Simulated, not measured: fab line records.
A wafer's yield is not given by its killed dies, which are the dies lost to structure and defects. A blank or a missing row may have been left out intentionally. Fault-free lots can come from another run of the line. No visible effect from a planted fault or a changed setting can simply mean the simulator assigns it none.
A lot that was struck, set against a sound lot || flow sfqLine || 14 out of 325 route steps
Sound: the wafers L814.2, L814.3, L814.5. The struck wafers were L819.1, L819.3, L819.4. The cause is given at the end.
At each step with rows: each side's tool, then ch and its chambers, then its first start. Under that, the readings that differ: sound wafers || struck wafers || difference of the means || sigmas: that difference in standard deviations of wafers without a fault.
alike: readings with means less than 2 such deviations apart, plus words and numbers identical on both sides. not compared: withheld readings, readings lacking a value on some wafer, bounds such as >300 that could conceal the same value, and numbers that have no deviation in the record and whose values overlap.
Wherever a step has rows on one side only, a row that says differs or no value, or a row with sigmas, the two part there. Non-overlapping numbers with no deviation appear without sigmas and do not part them. Lack of a reading on every wafer of one side parts them only where that side has two or more wafers.

SFQ_INCOMING_BOW_MEAS_900:
  sound on filmMetro-04 at day 2 16:01; struck on filmMetro-04 at day 3 17:00
  alike: INCOMING_BOW
then, 1 step without rows for these wafers: SFQ_TRILAYER_INCOMING_OXIDATION_002 (target thk 500 nm, ox time 4939 s).
SFQ_TRILAYER_L0_DEP_SPUTTER_003: material MoNx KI, target thk 40 nm, time 100 s.
  sound on pvdSputter-04 at day 2 18:29; struck on pvdSputter-05 at day 3 19:29
  alike: throttleValvePct
SFQ_L0_RS_MEAS_901: a four-point-probe measurement.
  sound on filmMetro-01 at day 2 18:35; struck on filmMetro-01 at day 3 19:34
  alike: L0_MONX_KI_RS
SFQ_L0_THK_MEAS_902: measures by xrf.
  sound on filmMetro-01 at day 2 18:41; struck on filmMetro-01 at day 3 19:41
  alike: L0_MONX_KI_THK
then, 6 steps without rows for these wafers: SFQ_TRILAYER_L0_LITHO_COAT_010 (resist thk 62 nm); SFQ_TRILAYER_L0_LITHO_COAT_005 (resist thk 600 nm); SFQ_TRILAYER_L0_LITHO_SOFTBAKE_009; SFQ_TRILAYER_L0_LITHO_EXPOSE_006 (exposes mask L0, target cd 2000 nm); SFQ_TRILAYER_L0_LITHO_PEB_008 (peb time 60 s); SFQ_TRILAYER_L0_LITHO_DEVELOP_007 (time 60 s).
-- the record jumps here: 3 days lie between the struck wafers' starts before and after --
SFQ_TRILAYER_L0_BARC_OPEN_METAL_ETCH_010: etches BARC in O2, target depth 125 nm, time 41.7 s.
  sound on rieMetal-04 ch 0,1, day 5 22:54; struck on rieMetal-01 ch 0,1, day 7 03:37
{"reading": "model.KrF_of_TRILAYER_L0_LITHO_COAT_005.thkNm (nm)", "sound": "523.3 522.9 521.7", "struck": "537 537.7 538.9", "difference": "+15", "sigmas": ""}
  alike: drypumpMotorCurrentA, oesProductAu
  not compared: rfHoursCounterH
SFQ_TRILAYER_L0_ETCH_METAL_ETCH_008: etches MoNx KI in SF6/O2, stops on SiO2, target depth 50 nm, time 25 s.
  sound on rieMetal-04 ch 0,1, day 5 22:58; struck on rieMetal-01 ch 0,1, day 7 03:41
{"reading": "model.KrF_of_TRILAYER_L0_LITHO_COAT_005.thkNm (nm)", "sound": "483.4 481.9 480.4", "struck": "494.9 496.7 496.8", "difference": "+14.2", "sigmas": ""}
  alike: drypumpMotorCurrentA, oesProductAu
  not compared: rfHoursCounterH
SFQ_TRILAYER_L0_STRIP_STRIP_009: strips in O2.
  sound on rieMetal-04 ch 0,1, day 5 23:00; struck on rieMetal-01 ch 0,1, day 7 03:44
  alike: drypumpMotorCurrentA, oesProductAu
  not compared: rfHoursCounterH

## WHERE THEY PART
Nowhere in this record.

WHY: the cause the simulator had injected
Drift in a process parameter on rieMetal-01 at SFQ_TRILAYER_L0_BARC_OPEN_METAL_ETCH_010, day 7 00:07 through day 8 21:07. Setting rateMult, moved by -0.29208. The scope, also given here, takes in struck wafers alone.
